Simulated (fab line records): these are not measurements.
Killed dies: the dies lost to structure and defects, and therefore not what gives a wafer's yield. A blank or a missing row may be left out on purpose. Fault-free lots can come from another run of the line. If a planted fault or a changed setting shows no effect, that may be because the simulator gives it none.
fab line records + flow gf180mcu
record
- lots=16
- wafers=48
- last-day=33
route steps=602 shown HV_LDD@207 NSD@244 PSD@255
lots with no fault: from the same line, run without faults
start-h: the number of hours between the record's first day and the start of the first shown wafer of the lot + wait-h: hours since the lot's step before + " as in the row above + L1.1+2: several wafers, shown together as one row + - no value, or no start was given + * or withheld: withheld + < > ~ a bound
route shown NAME@n: a module of which the file shows steps, and the number in the route of the first + usual: the fault-free wafers' mean and standard deviation + same: alike in all rows + chamber/n: place in a boat + sites: each site's reading + _std_site: the values' standard deviation + _edge_site: the outer-site mean with the inner-site mean subtracted + radius-mm: for every site, how far away it sits from the centre of the wafer + mask NAME#n: copy n + behind: the tool/chamber that last shaped the wafer + hold: what put the lot on hold/how long, in hours/how the hold closed + device: the n, p or np transistor that did not switch + end of line: the tests these same wafers got at the end of their route + where a step has no rows: the recipe by itself + killed: dies that structure and defects cost at the first sort, which is not the same as the wafer's yield + map: shows each die of a wafer: x if killed, . if not, _ if none is there
set.NAME: the run value of the setting; set.NAME@STEP: its run value at that earlier step + model.NAME: the simulator's own value behind a step, which no gauge read
a sample of lots followed through the steps of the route, with each step as a table and each wafer as a row
services: from which hour (start-h, from the record's first day; less than 0 if before it) a tool's chamber was out of use, for how many hours, and why
## steps
# step GF_HV_LDD_CD_MEAS_31
# recipe
- target-cd-nm=400
# usual
- cd-nm=399.8/2
| lot.wafer | tool      | chamber | start-h | wait-h | cd-nm |
|-----------|-----------|---------|---------|--------|-------|
| L250.1    | cd-sem-02 | -       | 251.26  | 0.1    | 398.7 |
| L250.3    | "         | -       | "       | "      | 397.8 |
| L250.4    | "         | -       | "       | "      | 398.5 |
| L251.1    | cd-sem-02 | -       | 260.52  | 0.1    | 403.4 |
| L251.3    | "         | -       | "       | "      | 403.1 |
| L251.4    | "         | -       | "       | "      | 402.0 |
| L252.1    | cd-sem-01 | -       | 268.26  | 0.1    | 399.9 |
| L252.3    | "         | -       | "       | "      | 401.8 |
| L252.6    | "         | -       | "       | "      | 398.4 |
| L253.3    | cd-sem-01 | -       | 277.90  | 0.1    | 397.2 |
| L253.4    | "         | -       | "       | "      | 399.1 |
| L253.5    | "         | -       | "       | "      | 397.5 |
| L254.1    | cd-sem-02 | -       | 286.73  | 0.1    | 398.9 |
| L254.4    | "         | -       | "       | "      | 400.1 |
| L254.6    | "         | -       | "       | "      | 398.4 |
| L256.3    | cd-sem-01 | -       | 301.66  | 0.1    | 399.5 |
| L256.5    | "         | -       | "       | "      | 401.6 |
| L256.6    | "         | -       | "       | "      | 400.6 |
| L257.4    | cd-sem-01 | -       | 309.78  | 0.1    | 400.7 |
| L257.5    | "         | -       | "       | "      | 399.5 |
| L257.6    | "         | -       | "       | "      | 401.2 |
| L258.1    | cd-sem-01 | -       | 315.82  | 0.1    | 401.0 |
| L258.2    | "         | -       | "       | "      | 399.9 |
| L258.4    | "         | -       | "       | "      | 400.0 |
| L259.1    | cd-sem-02 | -       | 325.71  | 0.1    | 396.7 |
| L259.3    | "         | -       | "       | "      | 397.1 |
| L259.6    | "         | -       | "       | "      | 393.8 |
| L260.1    | cd-sem-02 | -       | 331.57  | 0.1    | 394.9 |
| L260.5    | "         | -       | "       | "      | 398.6 |
| L260.6    | "         | -       | "       | "      | 398.8 |
| L261.3    | cd-sem-01 | -       | 334.40  | 0.1    | 399.8 |
| L261.5    | "         | -       | "       | "      | 400.8 |
| L261.6    | "         | -       | "       | "      | 403.0 |
| L262.1    | cd-sem-02 | -       | 345.05  | 0.1    | 400.9 |
| L262.2    | "         | -       | "       | "      | 400.5 |
| L262.6    | "         | -       | "       | "      | 399.2 |
| L263.3    | cd-sem-01 | -       | 351.26  | 0.1    | 401.9 |
| L263.4    | "         | -       | "       | "      | 399.7 |
| L263.5    | "         | -       | "       | "      | 399.9 |
| L264.3    | cd-sem-01 | -       | 373.90  | 0.1    | 399.8 |
| L264.5    | "         | -       | "       | "      | 398.2 |
| L264.6    | "         | -       | "       | "      | 399.2 |
| L265.2    | cd-sem-02 | -       | 378.64  | 0.1    | 403.3 |
| L265.3    | "         | -       | "       | "      | 402.2 |
| L265.5    | "         | -       | "       | "      | 402.4 |
| L266.1    | cd-sem-01 | -       | 381.30  | 0.1    | 398.4 |
| L266.2    | "         | -       | "       | "      | 400.0 |
| L266.3    | "         | -       | "       | "      | 398.4 |
# step GF_HV_LDD_TW_MEAS_50
# usual
- HV_LDD_4_TW=570.6/2.6
| lot.wafer | tool          | chamber | start-h | wait-h | HV_LDD_4_TW |
|-----------|---------------|---------|---------|--------|-------------|
| L250.1    | film-metro-01 | -       | 271.52  | 0.1    | 567.1       |
| L250.3    | "             | -       | "       | "      | 568.5       |
| L250.4    | "             | -       | "       | "      | 569.7       |
| L251.1    | film-metro-03 | -       | 280.93  | 0.1    | 567.8       |
| L251.3    | "             | -       | "       | "      | 567.0       |
| L251.4    | "             | -       | "       | "      | 565.8       |
| L252.1    | film-metro-02 | -       | 288.96  | 0.1    | 571.8       |
| L252.3    | "             | -       | "       | "      | 572.0       |
| L252.6    | "             | -       | "       | "      | 570.6       |
| L253.3    | film-metro-02 | -       | 299.03  | 0.1    | 573.9       |
| L253.4    | "             | -       | "       | "      | 573.2       |
| L253.5    | "             | -       | "       | "      | 574.5       |
| L254.1    | film-metro-03 | -       | 308.52  | 0.1    | 572.2       |
| L254.4    | "             | -       | "       | "      | 572.8       |
| L254.6    | "             | -       | "       | "      | 570.1       |
| L256.3    | film-metro-02 | -       | 323.28  | 0.1    | 575.9       |
| L256.5    | "             | -       | "       | "      | 576.7       |
| L256.6    | "             | -       | "       | "      | 571.7       |
| L257.4    | film-metro-02 | -       | 331.70  | 0.1    | 570.7       |
| L257.5    | "             | -       | "       | "      | 572.0       |
| L257.6    | "             | -       | "       | "      | 573.2       |
| L258.1    | film-metro-02 | -       | 337.71  | 0.1    | 574.9       |
| L258.2    | "             | -       | "       | "      | 569.3       |
| L258.4    | "             | -       | "       | "      | 574.4       |
| L259.1    | film-metro-02 | -       | 347.57  | 0.1    | 569.8       |
| L259.3    | "             | -       | "       | "      | 571.8       |
| L259.6    | "             | -       | "       | "      | 575.7       |
| L260.1    | film-metro-01 | -       | 354.07  | 0.1    | 570.2       |
| L260.5    | "             | -       | "       | "      | 572.3       |
| L260.6    | "             | -       | "       | "      | 570.7       |
| L261.3    | film-metro-02 | -       | 356.41  | 0.1    | 572.3       |
| L261.5    | "             | -       | "       | "      | 571.8       |
| L261.6    | "             | -       | "       | "      | 573.4       |
| L262.1    | film-metro-01 | -       | 367.77  | 0.1    | 568.4       |
| L262.2    | "             | -       | "       | "      | 565.4       |
| L262.6    | "             | -       | "       | "      | 570.5       |
| L263.3    | film-metro-02 | -       | 374.89  | 0.1    | 568.3       |
| L263.4    | "             | -       | "       | "      | 571.1       |
| L263.5    | "             | -       | "       | "      | 572.7       |
| L264.3    | film-metro-01 | -       | 398.24  | 0.1    | 569.5       |
| L264.5    | "             | -       | "       | "      | 570.5       |
| L264.6    | "             | -       | "       | "      | 569.4       |
| L265.2    | film-metro-03 | -       | 401.93  | 0.1    | 569.4       |
| L265.3    | "             | -       | "       | "      | 567.6       |
| L265.5    | "             | -       | "       | "      | 569.5       |
| L266.1    | film-metro-02 | -       | 404.77  | 0.1    | 572.9       |
| L266.2    | "             | -       | "       | "      | 573.5       |
| L266.3    | "             | -       | "       | "      | 573.9       |
# step GF_NSD_IMPLANT_09
# recipe
- species=As
- energy-kev=60
- dose-cm2=4e+15
- tilt-deg=7
# usual
- dose-ions-cm2=3.999e+15/4.6e+12
- implant-ion-amu=75/0
- tilt-deg=7.001/0.019
| lot.wafer | tool         | chamber | start-h | wait-h | dose-ions-cm2 | implant-ion-amu | tilt-deg |
|-----------|--------------|---------|---------|--------|---------------|-----------------|----------|
| L250.1    | implanter-02 | 0       | 293.91  | 0.0    | 3.996e+15     | 75              | 7.023    |
| L250.3    | "            | 0       | "       | "      | 3.989e+15     | 75              | 6.991    |
| L250.4    | "            | 0       | "       | "      | 3.996e+15     | 75              | 7.032    |
| L251.1    | implanter-02 | 0       | 306.33  | 0.0    | 3.993e+15     | 75              | 6.970    |
| L251.3    | "            | 0       | "       | "      | 3.993e+15     | 75              | 6.955    |
| L251.4    | "            | 0       | "       | "      | 3.991e+15     | 75              | 6.979    |
| L252.1    | implanter-02 | 0       | 312.82  | 0.0    | 4e+15         | 75              | 7.017    |
| L252.3    | "            | 0       | "       | "      | 3.998e+15     | 75              | 6.972    |
| L252.6    | "            | 0       | "       | "      | 3.997e+15     | 75              | 6.995    |
| L253.3    | implanter-02 | 0       | 322.01  | 0.1    | 3.999e+15     | 75              | 6.982    |
| L253.4    | "            | 0       | "       | "      | 3.988e+15     | 75              | 7.002    |
| L253.5    | "            | 0       | "       | "      | 4e+15         | 75              | 6.987    |
| L254.1    | implanter-02 | 0       | 332.23  | 0.0    | 3.999e+15     | 75              | 7.003    |
| L254.4    | "            | 0       | "       | "      | 4.008e+15     | 75              | 7.010    |
| L254.6    | "            | 0       | "       | "      | 3.997e+15     | 75              | 7.032    |
| L256.3    | implanter-02 | 0       | 346.93  | 0.1    | 3.995e+15     | 75              | 6.985    |
| L256.5    | "            | 0       | "       | "      | 3.996e+15     | 75              | 7.013    |
| L256.6    | "            | 0       | "       | "      | 3.996e+15     | 75              | 7.004    |
| L257.4    | implanter-02 | 0       | 357.21  | 0.1    | 4.001e+15     | 75              | 7.013    |
| L257.5    | "            | 0       | "       | "      | 4.005e+15     | 75              | 6.989    |
| L257.6    | "            | 0       | "       | "      | 3.999e+15     | 75              | 6.990    |
| L258.1    | implanter-01 | 0       | 361.91  | 0.0    | 4.001e+15     | 75              | 6.978    |
| L258.2    | "            | 0       | "       | "      | 3.996e+15     | 75              | 6.997    |
| L258.4    | "            | 0       | "       | "      | 3.998e+15     | 75              | 6.998    |
| L259.1    | implanter-01 | 0       | 376.12  | 0.0    | 4.009e+15     | 75              | 6.995    |
| L259.3    | "            | 0       | "       | "      | 4.01e+15      | 75              | 7.020    |
| L259.6    | "            | 0       | "       | "      | 4.005e+15     | 75              | 6.990    |
| L260.1    | implanter-01 | 0       | 379.38  | 0.0    | 3.992e+15     | 75              | 7.017    |
| L260.5    | "            | 0       | "       | "      | 4.003e+15     | 75              | 7.008    |
| L260.6    | "            | 0       | "       | "      | 3.996e+15     | 75              | 7.005    |
| L261.3    | implanter-02 | 0       | 381.89  | 0.1    | 4.003e+15     | 75              | 7.004    |
| L261.5    | "            | 0       | "       | "      | 3.997e+15     | 75              | 7.025    |
| L261.6    | "            | 0       | "       | "      | 3.998e+15     | 75              | 7.020    |
| L262.1    | implanter-02 | 0       | 394.01  | 0.0    | 3.994e+15     | 75              | 7.003    |
| L262.2    | "            | 0       | "       | "      | 3.996e+15     | 75              | 6.996    |
| L262.6    | "            | 0       | "       | "      | 3.997e+15     | 75              | 7.020    |
| L263.3    | implanter-03 | 0       | 403.73  | 0.1    | 3.999e+15     | 49              | 7.014    |
| L263.4    | "            | 0       | "       | "      | 3.996e+15     | 49              | 6.976    |
| L263.5    | "            | 0       | "       | "      | 4.001e+15     | 49              | 7.008    |
| L264.3    | implanter-03 | 0       | 425.12  | 0.1    | 3.995e+15     | 49              | 6.961    |
| L264.5    | "            | 0       | "       | "      | 3.987e+15     | 49              | 6.963    |
| L264.6    | "            | 0       | "       | "      | 4.004e+15     | 49              | 6.970    |
| L265.2    | implanter-02 | 0       | 428.80  | 0.0    | 3.997e+15     | 49              | 6.993    |
| L265.3    | "            | 0       | "       | "      | 3.999e+15     | 49              | 7.002    |
| L265.5    | "            | 0       | "       | "      | 4.002e+15     | 49              | 6.981    |
| L266.1    | implanter-03 | 0       | 431.88  | 0.0    | 4e+15         | 49              | 6.988    |
| L266.2    | "            | 0       | "       | "      | 3.999e+15     | 49              | 7.010    |
| L266.3    | "            | 0       | "       | "      | 3.998e+15     | 49              | 7.031    |
# step GF_NSD_STRIP_11
# recipe
- chemistry=O2/N2
- power-w=1400
- pressure-mtorr=1500
- platen-temp-c=250
- o2-flow-sccm=3000
- n2-flow-sccm=300
- overash-fraction=0.5
# usual
- drypump-motor-current-A=5.4/0.4
- heater-power-w=317/25
- o2-flow-sccm=3000/8.8
- oes-product-au=0.485/0.0043
- strip-time-to-endpoint-s=22.78/0.035
| lot.wafer | tool            | chamber | start-h | wait-h | drypump-motor-current-A | heater-power-w | o2-flow-sccm | oes-product-au | rf-hours-counter-h | strip-time-to-endpoint-s |
|-----------|-----------------|---------|---------|--------|-------------------------|----------------|--------------|----------------|--------------------|--------------------------|
| L250.1    | plasma-asher-01 | 0       | 294.21  | 0.1    | 5.2                     | 319            | 3006         | 0.489          | 64                 | 22.80                    |
| L250.3    | "               | 0       | "       | "      | 5.2                     | 327            | 3008         | 0.479          | -                  | 22.82                    |
| L250.4    | "               | 1       | "       | "      | 6.1                     | 310            | 2993         | 0.482          | -                  | 22.81                    |
| L251.1    | plasma-asher-02 | 1       | 306.63  | 0.1    | 4.9                     | 354            | 2996         | 0.483          | 20                 | 22.82                    |
| L251.3    | "               | 0       | "       | "      | 5.5                     | 281            | 2996         | 0.479          | -                  | 22.85                    |
| L251.4    | "               | 1       | "       | "      | 4.9                     | 355            | 2991         | 0.486          | -                  | 22.82                    |
| L252.1    | plasma-asher-02 | 0       | 313.12  | 0.1    | 5.5                     | 298            | 3014         | 0.493          | 21                 | 22.81                    |
| L252.3    | "               | 0       | "       | "      | 5.5                     | 279            | 3003         | 0.480          | -                  | 22.80                    |
| L252.6    | "               | 1       | "       | "      | 4.9                     | 359            | 2999         | 0.485          | -                  | 22.80                    |
| L253.3    | plasma-asher-02 | 1       | 322.29  | 0.1    | 4.9                     | 353            | 3003         | 0.477          | -                  | 22.75                    |
| L253.4    | "               | 0       | "       | "      | 5.4                     | 284            | 2997         | 0.481          | -                  | 22.71                    |
| L253.5    | "               | 1       | "       | "      | 4.9                     | 354            | 3009         | 0.481          | -                  | 22.75                    |
| L254.1    | plasma-asher-01 | 0       | 332.53  | 0.1    | 5.2                     | 312            | 3000         | 0.488          | 68                 | 22.77                    |
| L254.4    | "               | 1       | "       | "      | 6.1                     | 319            | 2996         | 0.485          | -                  | 22.74                    |
| L254.6    | "               | 0       | "       | "      | 5.2                     | 315            | 2990         | 0.481          | -                  | 22.77                    |
| L256.3    | plasma-asher-01 | 0       | 347.22  | 0.1    | 5.3                     | 310            | 3001         | 0.486          | -                  | 22.82                    |
| L256.5    | "               | 1       | "       | "      | 6.1                     | 312            | 3008         | 0.491          | -                  | 22.84                    |
| L256.6    | "               | 0       | "       | "      | 5.3                     | 316            | 3006         | 0.483          | -                  | 22.82                    |
| L257.4    | plasma-asher-02 | 0       | 357.47  | 0.1    | 5.4                     | 286            | 2987         | 0.488          | -                  | 22.72                    |
| L257.5    | "               | 1       | "       | "      | 4.9                     | 347            | 3003         | 0.497          | -                  | 22.79                    |
| L257.6    | "               | 0       | "       | "      | 5.4                     | 287            | 3002         | 0.476          | -                  | 22.70                    |
| L258.1    | plasma-asher-02 | 1       | 362.21  | 0.1    | 4.9                     | 352            | 2992         | 0.493          | 26                 | 22.73                    |
| L258.2    | "               | 0       | "       | "      | 5.5                     | 290            | 3018         | 0.487          | 26                 | 22.73                    |
| L258.4    | "               | 1       | "       | "      | 4.9                     | 358            | 2991         | 0.491          | -                  | 22.76                    |
| L259.1    | plasma-asher-01 | 1       | 376.72  | 0.2    | 6.1                     | 311            | 2990         | 0.489          | 73                 | 22.79                    |
| L259.3    | "               | 1       | "       | "      | 6.0                     | 314            | 3011         | 0.481          | -                  | 22.77                    |
| L259.6    | "               | 0       | "       | "      | 5.2                     | 320            | 2987         | 0.491          | -                  | 22.79                    |
| L260.1    | plasma-asher-01 | 1       | 379.68  | 0.1    | 6.0                     | 314            | 3021         | 0.485          | 73                 | 22.87                    |
| L260.5    | "               | 0       | "       | "      | 5.2                     | 315            | 2987         | 0.478          | -                  | 22.83                    |
| L260.6    | "               | 1       | "       | "      | 6.0                     | 316            | 3007         | 0.490          | -                  | 22.84                    |
| L261.3    | plasma-asher-04 | 1       | 382.17  | 0.1    | 5.4                     | 285            | 3000         | 0.480          | -                  | 22.76                    |
| L261.5    | "               | 0       | "       | "      | 5.5                     | 326            | 2995         | 0.481          | -                  | 22.75                    |
| L261.6    | "               | 1       | "       | "      | 5.4                     | 280            | 2994         | 0.488          | -                  | 22.79                    |
| L262.1    | plasma-asher-02 | 0       | 394.31  | 0.1    | 5.5                     | 287            | 2994         | 0.485          | 30                 | 22.73                    |
| L262.2    | "               | 1       | "       | "      | 4.9                     | 365            | 3001         | 0.490          | 30                 | 22.77                    |
| L262.6    | "               | 0       | "       | "      | 5.5                     | 284            | 2996         | 0.484          | -                  | 22.77                    |
| L263.3    | plasma-asher-02 | 1       | 404.02  | 0.1    | 4.9                     | 352            | 2998         | 0.468          | -                  | 23.54                    |
| L263.4    | "               | 0       | "       | "      | 5.5                     | 294            | 2999         | 0.474          | -                  | 23.51                    |
| L263.5    | "               | 0       | "       | "      | 5.4                     | 285            | 2994         | 0.477          | -                  | 23.49                    |
| L264.3    | plasma-asher-02 | 0       | 425.40  | 0.1    | 5.5                     | 298            | 3001         | 0.475          | -                  | 23.60                    |
| L264.5    | "               | 0       | "       | "      | 5.4                     | 293            | 3009         | 0.480          | -                  | 23.62                    |
| L264.6    | "               | 1       | "       | "      | 4.9                     | 352            | 3003         | 0.470          | -                  | 23.60                    |
| L265.2    | plasma-asher-02 | 1       | 429.08  | 0.1    | 4.9                     | 370            | 3006         | 0.474          | 33                 | 23.53                    |
| L265.3    | "               | 0       | "       | "      | 5.4                     | 282            | 2997         | 0.482          | -                  | 23.56                    |
| L265.5    | "               | 0       | "       | "      | 5.5                     | 292            | 2995         | 0.474          | -                  | 23.58                    |
| L266.1    | plasma-asher-02 | 0       | 432.18  | 0.1    | 5.4                     | 290            | 3001         | 0.476          | 34                 | 23.58                    |
| L266.2    | "               | 1       | "       | "      | 4.9                     | 355            | 3005         | 0.475          | 34                 | 23.60                    |
| L266.3    | "               | 1       | "       | "      | 4.9                     | 357            | 2999         | 0.481          | -                  | 23.58                    |
# step GF_PSD_CD_MEAS_07
# recipe
- target-cd-nm=400
# usual
- cd-nm=400.5/2.3
| lot.wafer | tool      | chamber | start-h | wait-h | cd-nm |
|-----------|-----------|---------|---------|--------|-------|
| L250.1    | cd-sem-02 | -       | 314.35  | 0.1    | 400.3 |
| L250.3    | "         | -       | "       | "      | 400.0 |
| L250.4    | "         | -       | "       | "      | 399.0 |
| L251.1    | cd-sem-01 | -       | 326.63  | 0.1    | 403.0 |
| L251.3    | "         | -       | "       | "      | 401.6 |
| L251.4    | "         | -       | "       | "      | 399.3 |
| L252.1    | cd-sem-02 | -       | 334.58  | 0.1    | 399.9 |
| L252.3    | "         | -       | "       | "      | 399.8 |
| L252.6    | "         | -       | "       | "      | 401.9 |
| L253.3    | cd-sem-02 | -       | 343.14  | 0.1    | 395.8 |
| L253.4    | "         | -       | "       | "      | 397.3 |
| L253.5    | "         | -       | "       | "      | 397.5 |
| L254.1    | cd-sem-01 | -       | 353.45  | 0.1    | 396.1 |
| L254.4    | "         | -       | "       | "      | 397.5 |
| L254.6    | "         | -       | "       | "      | 397.4 |
| L256.3    | cd-sem-01 | -       | 369.09  | 0.1    | 401.8 |
| L256.5    | "         | -       | "       | "      | 403.0 |
| L256.6    | "         | -       | "       | "      | 399.8 |
| L257.4    | cd-sem-02 | -       | 379.51  | 0.1    | 399.7 |
| L257.5    | "         | -       | "       | "      | 404.8 |
| L257.6    | "         | -       | "       | "      | 402.9 |
| L258.1    | cd-sem-02 | -       | 384.87  | 0.1    | 400.2 |
| L258.2    | "         | -       | "       | "      | 401.1 |
| L258.4    | "         | -       | "       | "      | 400.8 |
| L259.1    | cd-sem-02 | -       | 399.92  | 0.1    | 402.1 |
| L259.3    | "         | -       | "       | "      | 400.8 |
| L259.6    | "         | -       | "       | "      | 399.2 |
| L260.1    | cd-sem-01 | -       | 402.20  | 0.1    | 401.9 |
| L260.5    | "         | -       | "       | "      | 399.5 |
| L260.6    | "         | -       | "       | "      | 401.4 |
| L261.3    | cd-sem-02 | -       | 404.39  | 0.1    | 398.0 |
| L261.5    | "         | -       | "       | "      | 399.4 |
| L261.6    | "         | -       | "       | "      | 397.6 |
| L262.1    | cd-sem-02 | -       | 417.53  | 0.1    | 403.5 |
| L262.2    | "         | -       | "       | "      | 401.9 |
| L262.6    | "         | -       | "       | "      | 401.6 |
| L263.3    | cd-sem-02 | -       | 428.06  | 0.1    | 402.3 |
| L263.4    | "         | -       | "       | "      | 403.3 |
| L263.5    | "         | -       | "       | "      | 402.6 |
| L264.3    | cd-sem-01 | -       | 449.69  | 0.1    | 402.5 |
| L264.5    | "         | -       | "       | "      | 397.9 |
| L264.6    | "         | -       | "       | "      | 398.2 |
| L265.2    | cd-sem-02 | -       | 453.97  | 0.1    | 397.7 |
| L265.3    | "         | -       | "       | "      | 398.9 |
| L265.5    | "         | -       | "       | "      | 400.0 |
| L266.1    | cd-sem-01 | -       | 456.45  | 0.1    | 402.3 |
| L266.2    | "         | -       | "       | "      | 406.1 |
| L266.3    | "         | -       | "       | "      | 404.0 |
# step GF_PSD_RS_MEAS_14
# recipe
- thk-meas-gauge=four-point-probe
# usual
- NSD_RS=46.14/0.096
| lot.wafer | tool          | chamber | start-h | wait-h | NSD_RS[ohm/sq] |
|-----------|---------------|---------|---------|--------|----------------|
| L250.1    | film-metro-02 | -       | 314.95  | 0.1    | 46.05          |
| L250.3    | "             | -       | "       | "      | 46.09          |
| L250.4    | "             | -       | "       | "      | 46.21          |
| L251.1    | film-metro-01 | -       | 327.23  | 0.1    | 46.07          |
| L251.3    | "             | -       | "       | "      | 45.96          |
| L251.4    | "             | -       | "       | "      | 45.96          |
| L252.1    | film-metro-02 | -       | 335.18  | 0.1    | 46.17          |
| L252.3    | "             | -       | "       | "      | 46.26          |
| L252.6    | "             | -       | "       | "      | 46.10          |
| L253.3    | film-metro-04 | -       | 343.75  | 0.1    | 45.99          |
| L253.4    | "             | -       | "       | "      | 46.16          |
| L253.5    | "             | -       | "       | "      | 46.25          |
| L254.1    | film-metro-04 | -       | 354.06  | 0.1    | 46.09          |
| L254.4    | "             | -       | "       | "      | 46.13          |
| L254.6    | "             | -       | "       | "      | 46.06          |
| L256.3    | film-metro-01 | -       | 369.69  | 0.1    | 46.29          |
| L256.5    | "             | -       | "       | "      | 46.31          |
| L256.6    | "             | -       | "       | "      | 46.28          |
| L257.4    | film-metro-01 | -       | 380.12  | 0.1    | 46.19          |
| L257.5    | "             | -       | "       | "      | 46.12          |
| L257.6    | "             | -       | "       | "      | 46.29          |
| L258.1    | film-metro-04 | -       | 385.48  | 0.1    | 46.17          |
| L258.2    | "             | -       | "       | "      | 46.34          |
| L258.4    | "             | -       | "       | "      | 46.18          |
| L259.1    | film-metro-02 | -       | 400.52  | 0.1    | 46.03          |
| L259.3    | "             | -       | "       | "      | 46.32          |
| L259.6    | "             | -       | "       | "      | 46.30          |
| L260.1    | film-metro-01 | -       | 402.81  | 0.1    | 46.25          |
| L260.5    | "             | -       | "       | "      | 46.10          |
| L260.6    | "             | -       | "       | "      | 46.19          |
| L261.3    | film-metro-04 | -       | 405.00  | 0.1    | 46.19          |
| L261.5    | "             | -       | "       | "      | 46.19          |
| L261.6    | "             | -       | "       | "      | 46.21          |
| L262.1    | film-metro-02 | -       | 418.13  | 0.1    | 46.17          |
| L262.2    | "             | -       | "       | "      | 46.02          |
| L262.6    | "             | -       | "       | "      | 46.14          |
| L263.3    | film-metro-04 | -       | 428.66  | 0.1    | -              |
| L263.4    | "             | -       | "       | "      | -              |
| L263.5    | "             | -       | "       | "      | -              |
| L264.3    | film-metro-01 | -       | 450.29  | 0.1    | -              |
| L264.5    | "             | -       | "       | "      | -              |
| L264.6    | "             | -       | "       | "      | -              |
| L265.2    | film-metro-04 | -       | 454.66  | 0.1    | -              |
| L265.3    | "             | -       | "       | "      | -              |
| L265.5    | "             | -       | "       | "      | -              |
| L266.1    | film-metro-04 | -       | 457.05  | 0.1    | -              |
| L266.2    | "             | -       | "       | "      | -              |
| L266.3    | "             | -       | "       | "      | -              |
## services
| tool            | chamber | start-h | hours | kind       |
|-----------------|---------|---------|-------|------------|
| implanter-02    | -       | 348.75  | 5.8   | repair     |
| implanter-03    | -       | 367.81  | 17.9  | pm         |
| plasma-asher-04 | -       | 371.77  | 9.3   | repair     |
| implanter-02    | -       | 377.20  | 4.6   | pm         |
| plasma-asher-01 | -       | 421.25  | 9.0   | pm         |
| plasma-asher-01 | 0       | 421.25  | 9.0   | vent-cycle |
| plasma-asher-01 | 1       | 421.25  | 9.0   | vent-cycle |
| plasma-asher-01 | 0       | 430.25  | -     | clean      |
| plasma-asher-01 | 1       | 430.25  | -     | clean      |
## key
first-sign
- step=GF_NSD_IMPLANT_09
- reading=implant-ion-amu
- direction=down
- sigmas=99+
- usual=75
- struck=49
effect
- step=GF_NSD_STRIP_11
- reading=strip-time-to-endpoint-s
- direction=up
- sigmas=22
- usual=*
- struck=*
effect
- step=GF_PSD_RS_MEAS_14
- reading=NSD_RS
- direction=missing
met-at GF_NSD_IMPLANT_09
struck-lots L263,L264,L265,L266
sort-left-out L263.3,L263.4,L263.5,L264.3,L264.5,L264.6,L265.2,L265.3,L265.5,L266.1,L266.2,L266.3
tester-left-out L263,L264,L265,L266
not-acting-at GF_HV_LDD_CD_MEAS_31,GF_HV_LDD_TW_MEAS_50,GF_PSD_CD_MEAS_07
onset-between 394.01 403.73
fault
- kind=wrong-recipe-download
- tool=implanter-01,implanter-02,implanter-03
- chamber=-
- onset-h=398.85
- steps=GF_NSD_IMPLANT_09
- wrong-recipe.not-listed=1
# tester-left-out: of these lots the tester's yield and bins aren't shown, on N5 and GAA mostly nor the transistor test; their killed dies are dies lost to structure and defects alone, not to doping, threshold or leakage, so they don't give the yield
# sort-left-out: the simulated sort isn't trusted on such a fault, so these wafers' sort isn't shown, and their yield isn't known
